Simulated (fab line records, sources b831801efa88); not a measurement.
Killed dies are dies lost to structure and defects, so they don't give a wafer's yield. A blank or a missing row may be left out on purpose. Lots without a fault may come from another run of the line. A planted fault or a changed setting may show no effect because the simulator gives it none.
One fault seen from 2 desks | flow sky130 | each desk has only its own numbers; what lay behind them comes last

THE TOOL OWNER'S DESK: pvd_sputter-02
The tool's own readings at SKY_LI_CONTACT_SPUTTER_20 (material TiN, target thk 20 nm, time 80 s): means of the sampled wafers that have a number, for each lot that ran on this tool. A lot is out of limits, marked OUT, if its mean lies more than 4 standard deviations from the usual mean; the brackets give that distance.
Columns: A = throttle_valve_pct at SKY_LI_CONTACT_SPUTTER_20, usual 30.1 %
lot  | first seen here | A
L854 | day 30 05:06    | 29.5
L866 | day 34 00:25    | 29.5
L867 | day 34 07:37    | 30.5
This desk's finding: nothing out of limits on any of the 3 lots.

THE METROLOGY DESK
What the gauges read, lot by lot, whatever tool the lot ran on: means of the sampled wafers that have a number. A lot is out of limits, marked OUT, if its mean lies more than 4 standard deviations from the usual mean; the brackets give that distance.
Columns: A = cd_nm at SKY_LI_CONTACT_CD_MEAS_12, usual 169.9 nm; B = LI_CONTACT_OVL at SKY_LI_CONTACT_OVL_MEAS_13, usual -2 nm
lot  | first seen here | A     | B
L854 | day 30 04:29    | 169.9 | -5
L857 | day 31 14:59    | 171.3 | -11
L866 | day 33 23:44    | 171.9 | -7
L867 | day 34 06:56    | 168.9 | -6
L871 | day 35 06:20    | 171.3 | -2
L872 | day 35 09:49    | 170.3 | -1
This desk's finding: nothing out of limits on any of the 6 lots.

PUT TOGETHER
The tool owner's desk saw nothing out of limits.
The metrology desk saw nothing out of limits.

WHAT THE SIMULATOR HAD PUT IN
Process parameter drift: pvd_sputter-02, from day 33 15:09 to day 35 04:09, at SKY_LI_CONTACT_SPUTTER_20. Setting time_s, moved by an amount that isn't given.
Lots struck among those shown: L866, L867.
